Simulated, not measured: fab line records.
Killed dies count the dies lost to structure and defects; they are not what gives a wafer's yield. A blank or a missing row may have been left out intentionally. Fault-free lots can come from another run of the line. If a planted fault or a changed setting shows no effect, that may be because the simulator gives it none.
Matching of chambers -- flow sky130 -- cmp-02 running SKY_VIA1_CMP_24: 4 sister chambers
The step polishes, stops on SiO2, t overpolish 15 s, target thk 0 nm. 8 wafers are shown with their chamber, then 12 later ones without.

WAFERS PAIRED WITH THEIR CHAMBERS
wafer,chamber,motor_current_A (A),time_to_endpoint_s (s)
L083.6,0,8.8,68
L086.4,1,11.5,66
L088.6,1,11.2,60
L089.2,2,12.2,63
L089.6,2,12.5,64
L090.2,3,11.7,56
L090.5,0,8.6,61
L090.6,3,11.3,56

WAFERS MISSING THEIR CHAMBER
wafer,motor_current_A (A),time_to_endpoint_s (s)
L094.3,11.8,61
L094.5,11.6,65
L094.6,8.4,67
L095.1,12.5,69
L095.2,8.5,68
L095.6,12.4,69
L096.1,12.4,63
L096.3,8.1,70
L096.5,11.6,60
L097.2,11.8,60
L097.3,12.0,65
L097.5,12.3,57

CHAMBER TAKEN BY EACH
wafer,from the rows above,in truth
L094.3,can't be placed: 3 or 1 or 2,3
L094.5,can't be placed: 1 or 3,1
L094.6,0,0
L095.1,2,2
L095.2,0,0
L095.6,2,2
L096.1,2,2
L096.3,0,0
L096.5,can't be placed: 3 or 1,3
L097.2,can't be placed: 3 or 1 or 2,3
L097.3,can't be placed: 2 or 1 or 3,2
L097.5,can't be placed: 2 or 3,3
Correct placement for 6 of the 12. These rows do not allow placing 6 (true chamber among the candidates in 6). 0 placed wrongly.
How it was worked out, from the rows above alone: a wafer's distance from a chamber is the root of the sum, over the readings, of the square of ((its reading less the chamber's mean) divided by the reading's scatter). The wafer belongs to the nearest chamber; if the next one is less than 2 further off, it can't be placed. The mean given for a chamber averages the wafers shown for that chamber. The scatter: the root of (the sum of the squares of (reading less its chamber's mean) over the shown wafers, divided by (wafers less chambers)).
